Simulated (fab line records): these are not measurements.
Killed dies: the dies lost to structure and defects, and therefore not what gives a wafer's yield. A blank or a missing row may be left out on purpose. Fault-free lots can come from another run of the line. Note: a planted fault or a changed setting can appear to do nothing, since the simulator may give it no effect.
Which tool is to blame? | flow gf180mcu | Sampling: 11 lots, 33 wafers, 3 of 602 route steps

## WHAT EACH GAUGE READ, for each wafer
GF_V1_THK_MEAS_25: measures by xrf.
lot  | measured     | on            | V1_W_THK (nm)
L622 | day 18 10:59 | film_metro-02 | 340 341 344
L624 | day 19 10:07 | film_metro-01 | 345 347 347
L628 | day 20 19:08 | film_metro-01 | 345 344 348
L633 | day 22 18:00 | film_metro-04 | 343 353 354
L636 | day 23 22:20 | film_metro-02 | 346 342 344
L638 | day 24 08:31 | film_metro-01 | 346 346 350
L640 | day 24 22:40 | film_metro-02 | 345 347 340
L641 | day 25 04:20 | film_metro-04 | 348 350 347
L642 | day 25 15:05 | film_metro-01 | 353 354 357
L643 | day 25 20:47 | film_metro-04 | 352 349 344
L644 | day 26 04:56 | film_metro-01 | 337 340 340

## WHAT TOOL EACH LOT RAN ON (gives the tool, then ch and the chambers of the sampled wafers, and finally the start)
lot  | GF_CONTACT_CMP_04             | GF_M1_SPUTTER_01
L622 | cmp-02 ch 1,2,3, day 15 10:37 | pvd_sputter-02, day 16 09:56
L624 | cmp-01 ch 0,3, day 16 07:31   | pvd_sputter-02, day 17 07:50
L628 | cmp-01 ch 0,1,3, day 17 14:44 | pvd_sputter-01, day 18 16:14
L633 | cmp-01 ch 2,3, day 19 13:12   | pvd_sputter-04, day 20 15:00
L636 | cmp-02 ch 0,2,3, day 20 19:09 | pvd_sputter-02, day 21 20:41
L638 | cmp-01 ch 0,3, day 21 06:44   | pvd_sputter-04, day 22 08:07
L640 | cmp-02 ch 2,3, day 21 22:51   | pvd_sputter-04, day 22 23:51
L641 | cmp-02 ch 0,1,2, day 22 03:23 | pvd_sputter-01, day 23 04:59
L642 | cmp-01 ch 0,1,2, day 22 16:05 | pvd_sputter-02, day 23 16:29
L643 | cmp-01 ch 1,2,3, day 22 21:10 | pvd_sputter-02, day 23 22:14
L644 | cmp-02 ch 0,1,3, day 23 07:33 | pvd_sputter-02, day 24 07:48
- GF_CONTACT_CMP_04: polishes SiO2.
- GF_M1_SPUTTER_01: material TiN, target thk 30 nm, time 25 s.

## THE ANSWER, worked out from the rows above alone
Rule: the usual values come from the lots themselves. The widest of any qualifying gaps counts: lots, ordered by their means at a reading, are off when they make up no more than a third of the lots, leave a main group of 4 or more, and stand apart from it by 3 or more times the standard deviation of that group's means. The tables above print the reading to a certain number of digits; a main group whose means all agree to those digits is not used. A lot without any number at a reading at which 4 lots or more have one is off too. All remaining lots with rows at the step are treated as sound.
Nothing can be told from this: no lot is off at any reading shown.

## WHAT THE SIMULATOR PUT IN
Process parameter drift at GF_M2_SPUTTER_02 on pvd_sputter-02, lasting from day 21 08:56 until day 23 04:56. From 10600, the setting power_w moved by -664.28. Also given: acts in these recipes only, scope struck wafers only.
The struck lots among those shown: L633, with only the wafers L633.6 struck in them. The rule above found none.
